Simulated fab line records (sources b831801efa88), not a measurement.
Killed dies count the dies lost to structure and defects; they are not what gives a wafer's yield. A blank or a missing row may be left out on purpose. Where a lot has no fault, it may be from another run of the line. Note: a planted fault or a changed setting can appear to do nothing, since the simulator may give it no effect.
fab line records ; flow gf180mcu
[record] lots = 15; wafers = 45; lastDay = 34
route steps=602 shown VT_IMPLANT@122 DUAL_GATE@154 HV_LDD@183 PSD@253
lots untouched by any fault: they come from a run of this same line in which no faults occurred
startH: hours from the record's opening day to when the first of the lot's shown wafers began ; waitH: time in hours since the lot's previous step ; " unchanged from the row above ; L1.1+2: several wafers, shown together as one row ; - no value, or no start was given ; * or withheld: withheld ; < > ~ a bound
route shown NAME@n: NAME is a module with steps in the file, n the number in the route of the first one ; usual: mean/standard deviation of fault-free wafers ; same: alike in all rows ; chamber/n: place in a boat ; sites: readings site by site ; _std_site: how widely they spread, as a standard deviation ; _edge_site: inner sites' mean taken away from outer sites' mean ; radiusMm: how far each site lies from the wafer's centre ; mask NAME#n: copy n ; behind: the tool/chamber that last shaped the wafer ; hold: why the lot went on hold/how many hours it stayed there/how the hold came to an end ; device: the n, p or np transistor that did not switch ; end of line: tests of these same wafers at the route's end ; for a step that has no rows: nothing shown but its recipe ; killed: dies lost to structure and defects at the first sort, not the wafer's yield ; map: the dies of a wafer, with x for killed, . for not killed, _ for no die there
set.NAME: the setting as run; set.NAME@STEP: as run at that earlier step ; model.NAME: the simulator's own value behind a step, which no gauge read
the route's steps for a sample of lots (tables are steps, rows are wafers)
services: a tool's chamber out of use, with start hour (startH, from the record's first day; less than 0 if before it), hours out, and reason
[[steps]]
[step GF_VT_IMPLANT_TW_MEAS_32]
[usual] VT_IMPLANT_3_TW = 268.3/2.2
lot.wafer;tool;chamber;startH;waitH;VT_IMPLANT_3_TW
L863.2;filmMetro-02;-;161.35;0.1;263.1
L863.3;filmMetro-02;-;161.35;0.1;262.0
L863.6;filmMetro-02;-;161.35;0.1;262.7
L864.1;filmMetro-04;-;161.99;0.1;268.5
L864.5;filmMetro-04;-;161.99;0.1;268.7
L864.6;filmMetro-04;-;161.99;0.1;268.4
L869.3;filmMetro-01;-;189.11;0.1;267.8
L869.4;filmMetro-01;-;189.11;0.1;270.1
L869.5;filmMetro-01;-;189.11;0.1;268.8
L870.2;filmMetro-01;-;192.45;0.1;266.8
L870.4;filmMetro-01;-;192.45;0.1;266.8
L870.6;filmMetro-01;-;192.45;0.1;268.9
L871.2;filmMetro-04;-;198.93;0.1;269.9
L871.3;filmMetro-04;-;198.93;0.1;268.3
L871.5;filmMetro-04;-;198.93;0.1;268.6
L874.3;filmMetro-01;-;219.51;0.1;267.6
L874.4;filmMetro-01;-;219.51;0.1;267.3
L874.5;filmMetro-01;-;219.51;0.1;267.4
L875.1;filmMetro-04;-;226.87;0.1;271.0
L875.4;filmMetro-04;-;226.87;0.1;270.8
L875.5;filmMetro-04;-;226.87;0.1;270.0
L876.1;filmMetro-02;-;231.37;0.1;264.1
L876.3;filmMetro-02;-;231.37;0.1;265.1
L876.6;filmMetro-02;-;231.37;0.1;263.3
L877.1;filmMetro-04;-;239.94;0.1;270.8
L877.5;filmMetro-04;-;239.94;0.1;270.9
L877.6;filmMetro-04;-;239.94;0.1;269.9
L879.2;filmMetro-01;-;255.00;0.1;267.1
L879.3;filmMetro-01;-;255.00;0.1;267.2
L879.5;filmMetro-01;-;255.00;0.1;268.1
L880.2;filmMetro-01;-;258.20;0.1;268.0
L880.4;filmMetro-01;-;258.20;0.1;268.7
L880.6;filmMetro-01;-;258.20;0.1;268.1
L881.1;filmMetro-04;-;266.22;0.1;269.9
L881.2;filmMetro-04;-;266.22;0.1;270.3
L881.4;filmMetro-04;-;266.22;0.1;269.1
L882.1;filmMetro-04;-;270.37;0.1;270.6
L882.5;filmMetro-04;-;270.37;0.1;269.1
L882.6;filmMetro-04;-;270.37;0.1;270.8
L884.2;filmMetro-01;-;284.10;0.1;271.5
L884.3;filmMetro-01;-;284.10;0.1;271.2
L884.4;filmMetro-01;-;284.10;0.1;270.6
L885.1;filmMetro-02;-;291.34;0.1;264.9
L885.4;filmMetro-02;-;291.34;0.1;264.9
L885.5;filmMetro-02;-;291.34;0.1;264.2
[step GF_DUAL_GATE_STRIP_13]
[recipe] chemistry = O2/N2; powerW = 1400; pressureMtorr = 1500; platenTempC = 250; o2FlowSccm = 3000; n2FlowSccm = 300; overashFraction = 0.5
[usual] drypumpMotorCurrentA = 5.9/0.43; heaterPowerW = 320/16; oesProductAu = 0.716/0.0051; stripTimeToEndpointS = 12.63/0.036
lot.wafer;tool;chamber;startH;waitH;drypumpMotorCurrentA;heaterPowerW;oesProductAu;rfHoursCounterH;stripTimeToEndpointS
L863.2;plasmaAsher-01;0;196.77;0.0;5.9;333;0.722;41;12.61
L863.3;plasmaAsher-01;0;196.77;0.0;5.9;326;0.707;-;12.63
L863.6;plasmaAsher-01;1;196.77;0.0;5.3;304;0.707;-;12.64
L864.1;plasmaAsher-04;0;198.15;0.0;6.2;320;0.718;57;12.61
L864.5;plasmaAsher-04;0;198.15;0.0;6.1;321;0.713;-;12.61
L864.6;plasmaAsher-04;1;198.15;0.0;5.1;281;0.716;-;12.62
L869.3;plasmaAsher-03;1;226.09;0.0;6.1;322;0.720;-;12.57
L869.4;plasmaAsher-03;0;226.09;0.0;6.5;340;0.721;-;12.57
L869.5;plasmaAsher-03;1;226.09;0.0;6.0;334;0.722;-;12.59
L870.2;plasmaAsher-03;0;230.38;0.0;6.4;347;0.708;46;12.65
L870.4;plasmaAsher-03;0;230.38;0.0;6.4;338;0.716;-;12.62
L870.6;plasmaAsher-03;1;230.38;0.0;6.0;316;0.712;-;12.64
L871.2;plasmaAsher-01;1;235.62;0.0;5.3;305;0.709;45;12.66
L871.3;plasmaAsher-01;1;235.62;0.0;5.3;313;0.716;-;12.66
L871.5;plasmaAsher-01;0;235.62;0.0;5.9;333;0.726;-;12.65
L874.3;plasmaAsher-03;1;259.10;0.0;6.0;329;0.720;-;12.62
L874.4;plasmaAsher-03;0;259.10;0.0;6.5;338;0.710;-;12.59
L874.5;plasmaAsher-03;0;259.10;0.0;6.5;325;0.720;-;12.58
L875.1;plasmaAsher-01;1;266.52;0.0;5.4;315;0.720;48;12.60
L875.4;plasmaAsher-01;1;266.52;0.0;5.4;310;0.721;-;12.61
L875.5;plasmaAsher-01;0;266.52;0.0;5.9;322;0.720;-;12.60
L876.1;plasmaAsher-04;0;271.70;0.0;6.1;319;0.715;64;12.69
L876.3;plasmaAsher-04;1;271.70;0.0;5.1;279;0.714;-;12.67
L876.6;plasmaAsher-04;1;271.70;0.0;5.1;283;0.715;-;12.68
L877.1;plasmaAsher-03;1;284.17;0.0;6.0;322;0.715;52;12.56
L877.5;plasmaAsher-03;1;284.17;0.0;6.0;316;0.723;-;12.56
L877.6;plasmaAsher-03;0;284.17;0.0;6.5;339;0.718;-;12.59
L879.2;plasmaAsher-04;0;296.26;0.0;6.1;319;0.708;67;12.67
L879.3;plasmaAsher-04;1;296.26;0.0;5.1;281;0.719;-;12.69
L879.5;plasmaAsher-04;1;296.26;0.0;5.1;279;0.713;-;12.69
L880.2;plasmaAsher-04;1;299.52;0.0;5.1;287;0.721;68;12.62
L880.4;plasmaAsher-04;1;299.52;0.0;5.2;273;0.711;-;12.63
L880.6;plasmaAsher-04;0;299.52;0.0;6.1;318;0.713;-;12.61
L881.1;plasmaAsher-01;0;309.31;0.0;5.9;327;0.719;53;12.63
L881.2;plasmaAsher-01;1;309.31;0.0;5.3;307;0.725;53;12.64
L881.4;plasmaAsher-01;0;309.31;0.0;5.9;328;0.720;-;12.65
L882.1;plasmaAsher-03;1;315.07;0.0;6.1;326;0.723;57;12.64
L882.5;plasmaAsher-03;0;315.07;0.0;6.5;338;0.722;-;12.67
L882.6;plasmaAsher-03;1;315.07;0.0;6.0;317;0.716;-;12.63
L884.2;plasmaAsher-01;0;329.17;0.0;5.9;321;0.713;56;12.59
L884.3;plasmaAsher-01;1;329.17;0.0;5.4;318;0.722;-;12.59
L884.4;plasmaAsher-01;0;329.17;0.0;5.9;331;0.709;-;12.59
L885.1;plasmaAsher-01;0;335.12;0.0;5.9;326;0.714;57;12.57
L885.4;plasmaAsher-01;1;335.12;0.0;5.3;305;0.722;-;12.60
L885.5;plasmaAsher-01;1;335.12;0.0;5.3;305;0.717;-;12.57
[step GF_HV_LDD_CD_MEAS_07]
[recipe] targetCdNm = 400
[usual] cdNm = 401.5/2
lot.wafer;tool;chamber;startH;waitH;cdNm
L863.2;cdSem-02;-;236.72;0.1;405.9
L863.3;cdSem-02;-;236.72;0.1;404.6
L863.6;cdSem-02;-;236.72;0.1;405.7
L864.1;cdSem-01;-;237.15;0.1;406.1
L864.5;cdSem-01;-;237.15;0.1;402.6
L864.6;cdSem-01;-;237.15;0.1;404.3
L869.3;cdSem-01;-;268.14;0.1;405.2
L869.4;cdSem-01;-;268.14;0.1;403.6
L869.5;cdSem-01;-;268.14;0.1;403.5
L870.2;cdSem-02;-;274.77;0.1;399.0
L870.4;cdSem-02;-;274.77;0.1;397.0
L870.6;cdSem-02;-;274.77;0.1;399.3
L871.2;cdSem-01;-;278.72;0.1;403.9
L871.3;cdSem-01;-;278.72;0.1;402.9
L871.5;cdSem-01;-;278.72;0.1;403.5
L874.3;cdSem-01;-;305.69;0.1;402.1
L874.4;cdSem-01;-;305.69;0.1;401.4
L874.5;cdSem-01;-;305.69;0.1;402.4
L875.1;cdSem-01;-;312.00;0.1;403.3
L875.4;cdSem-01;-;312.00;0.1;401.2
L875.5;cdSem-01;-;312.00;0.1;402.6
L876.1;cdSem-02;-;318.60;0.1;402.9
L876.3;cdSem-02;-;318.60;0.1;400.9
L876.6;cdSem-02;-;318.60;0.1;402.0
L877.1;cdSem-02;-;330.60;0.1;403.2
L877.5;cdSem-02;-;330.60;0.1;401.4
L877.6;cdSem-02;-;330.60;0.1;401.0
L879.2;cdSem-02;-;344.32;0.1;398.8
L879.3;cdSem-02;-;344.32;0.1;400.3
L879.5;cdSem-02;-;344.32;0.1;399.3
L880.2;cdSem-02;-;345.87;0.1;396.5
L880.4;cdSem-02;-;345.87;0.1;397.0
L880.6;cdSem-02;-;345.87;0.1;397.9
L881.1;cdSem-01;-;357.05;0.1;401.8
L881.2;cdSem-01;-;357.05;0.1;402.8
L881.4;cdSem-01;-;357.05;0.1;401.8
L882.1;cdSem-01;-;364.55;0.1;403.9
L882.5;cdSem-01;-;364.55;0.1;403.2
L882.6;cdSem-01;-;364.55;0.1;400.8
L884.2;cdSem-02;-;376.92;0.1;405.2
L884.3;cdSem-02;-;376.92;0.1;404.7
L884.4;cdSem-02;-;376.92;0.1;403.4
L885.1;cdSem-01;-;386.55;0.1;400.3
L885.4;cdSem-01;-;386.55;0.1;401.4
L885.5;cdSem-01;-;386.55;0.1;402.0
[step GF_PSD_PEB_05]
[recipe] tempC = withheld; timeS = *; resist = NOVOLAK
[usual] chillPlateTempC = *; exhaustPa = 45.2/0.82
lot.wafer;tool;chamber;startH;waitH;chillPlateTempC;exhaustPa
L863.2;lithoTrack-02;0;341.21;-;*;45.2
L863.3;lithoTrack-02;0;341.21;-;*;45.2
L863.6;lithoTrack-02;0;341.21;-;*;45.7
L864.1;lithoTrack-03;0;343.70;-;*;45.3
L864.5;lithoTrack-03;0;343.70;-;*;44.0
L864.6;lithoTrack-03;0;343.70;-;*;45.1
L869.3;lithoTrack-03;-;376.35;-;-;-
L869.4;lithoTrack-03;-;376.35;-;-;-
L869.5;lithoTrack-03;-;376.35;-;-;-
L870.2;lithoTrack-03;-;383.67;-;-;-
L870.4;lithoTrack-03;-;383.67;-;-;-
L870.6;lithoTrack-03;-;383.67;-;-;-
L871.2;lithoTrack-03;-;388.12;-;-;-
L871.3;lithoTrack-03;-;388.12;-;-;-
L871.5;lithoTrack-03;-;388.12;-;-;-
L874.3;lithoTrack-03;0;419.75;-;*;45.4
L874.4;lithoTrack-03;0;419.75;-;*;45.6
L874.5;lithoTrack-03;0;419.75;-;*;45.6
L875.1;lithoTrack-03;0;427.15;-;*;44.0
L875.4;lithoTrack-03;0;427.15;-;*;45.4
L875.5;lithoTrack-03;0;427.15;-;*;45.1
L876.1;lithoTrack-02;0;434.13;-;*;45.9
L876.3;lithoTrack-02;0;434.13;-;*;45.6
L876.6;lithoTrack-02;0;434.13;-;*;45.6
L877.1;lithoTrack-03;0;449.20;-;*;45.8
L877.5;lithoTrack-03;0;449.20;-;*;45.8
L877.6;lithoTrack-03;0;449.20;-;*;45.3
L879.2;lithoTrack-03;0;464.12;-;*;45.5
L879.3;lithoTrack-03;0;464.12;-;*;45.3
L879.5;lithoTrack-03;0;464.12;-;*;45.3
L880.2;lithoTrack-02;0;466.56;-;*;44.9
L880.4;lithoTrack-02;0;466.56;-;*;44.6
L880.6;lithoTrack-02;0;466.56;-;*;44.4
L881.1;lithoTrack-01;0;479.79;-;*;44.6
L881.2;lithoTrack-01;0;479.79;-;*;45.0
L881.4;lithoTrack-01;0;479.79;-;*;44.7
L882.1;lithoTrack-02;0;486.58;-;*;45.9
L882.5;lithoTrack-02;0;486.58;-;*;45.2
L882.6;lithoTrack-02;0;486.58;-;*;44.8
L884.2;lithoTrack-02;0;500.91;-;*;44.2
L884.3;lithoTrack-02;0;500.91;-;*;44.9
L884.4;lithoTrack-02;0;500.91;-;*;45.0
L885.1;lithoTrack-03;0;509.40;-;*;43.8
L885.4;lithoTrack-03;0;509.40;-;*;45.7
L885.5;lithoTrack-03;0;509.40;-;*;43.5
[[services]]
tool;chamber;startH;hours;kind
plasmaAsher-03;-;177.88;2.0;repair
plasmaAsher-04;-;190.15;0.7;repair
plasmaAsher-01;-;199.48;0.6;repair
plasmaAsher-03;-;208.36;0.5;repair
plasmaAsher-03;-;213.73;0.3;repair
plasmaAsher-04;-;213.96;2.2;repair
plasmaAsher-04;-;238.04;0.6;repair
plasmaAsher-03;-;246.89;0.9;repair
plasmaAsher-01;-;273.58;0.8;repair
plasmaAsher-04;-;301.38;4.3;pm
lithoTrack-01;-;315.67;-;consumableReplace:filter
plasmaAsher-04;-;421.25;9.0;pm
plasmaAsher-04;0;421.25;9.0;ventCycle
plasmaAsher-04;1;421.25;9.0;ventCycle
plasmaAsher-04;0;430.25;-;clean
plasmaAsher-04;1;430.25;-;clean
lithoTrack-02;-;439.58;-;consumableReplace:filter
plasmaAsher-01;-;450.92;15.6;pm
[[key]]
[firstSign] step = GF_PSD_PEB_05; reading = toolRecord; direction = missing
effect none on later readings
metAt GF_PSD_PEB_05
struckLots L869,L870,L871
sortLeftOut L869.3,L869.4,L869.5,L870.2,L870.4,L870.6,L871.2,L871.3,L871.5
testerLeftOut L869,L870,L871
notActingAt GF_VT_IMPLANT_TW_MEAS_32,GF_DUAL_GATE_STRIP_13,GF_HV_LDD_CD_MEAS_07
onsetBetween 343.70 376.35
[fault] kind = skippedStepWhole; tool = lithoTrack-03; chamber = -; onsetH = 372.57; steps = GF_PSD_PEB_05; scope = struckLotsOnly
// testerLeftOut: of these lots the tester's yield and bins aren't shown, on N5 and GAA mostly nor the transistor test; their killed dies are dies lost to structure and defects alone, not to doping, threshold or leakage, so they don't give the yield
// sortLeftOut: the simulated sort isn't trusted on such a fault, so these wafers' sort isn't shown, and their yield isn't known
